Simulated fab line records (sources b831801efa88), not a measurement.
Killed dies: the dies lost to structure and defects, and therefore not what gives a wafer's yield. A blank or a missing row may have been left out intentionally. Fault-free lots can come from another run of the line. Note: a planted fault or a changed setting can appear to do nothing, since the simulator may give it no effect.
Which tool is to blame?	flow gf180mcu	6 lots with 18 wafers sampled at 2 steps, on a route of 602 steps

## WHAT THE GAUGES SHOWED, per wafer
GF_V1_RS_MEAS_24: a four-point-probe measurement.
lot	measured	on	V1_W_RS (ohm/sq)
L575	day 19 05:44	film_metro-02	0.3232 0.3257 0.3239
L578	day 20 09:44	film_metro-02	0.3287 0.3255 0.3294
L580	day 21 10:02	film_metro-04	0.3300 0.3266 0.3232
L584	day 22 18:59	film_metro-01	0.3282 0.3283 0.3309
L586	day 23 18:34	film_metro-01	0.3239 0.3221 0.3243
L590	day 24 21:23	film_metro-02	0.3174 0.3195 0.3211

## EACH LOT AND THE TOOL THAT RAN IT (in order: tool; ch and the chambers of the sampled wafers; start)
lot	GF_M1_SPUTTER_03
L575	pvd_sputter-04, day 17 03:28
L578	pvd_sputter-04, day 18 06:48
L580	pvd_sputter-02, day 19 07:27
L584	pvd_sputter-04, day 20 16:35
L586	pvd_sputter-02, day 21 17:39
L590	pvd_sputter-02, day 22 23:29
- GF_M1_SPUTTER_03: material Ti, target thk 10 nm, time 6.7 s.

## THE ANSWER, worked out from the rows above alone
Rule: the lots themselves supply what counts as usual. The widest of any qualifying gaps counts: lots, ordered by their means at a reading, are off when they make up no more than a third of the lots, leave a main group of 4 or more, and stand apart from it by 3 or more times the standard deviation of that group's means. The tables above print the reading to a certain number of digits; a main group whose means all agree to those digits is not used. Also off: a lot with no number at a reading for which 4 or more lots have one. All remaining lots with rows at the step are treated as sound.
No lot is off on any of the readings shown, so nothing can be concluded from this.

## WHAT THE SIMULATOR HAD INSERTED
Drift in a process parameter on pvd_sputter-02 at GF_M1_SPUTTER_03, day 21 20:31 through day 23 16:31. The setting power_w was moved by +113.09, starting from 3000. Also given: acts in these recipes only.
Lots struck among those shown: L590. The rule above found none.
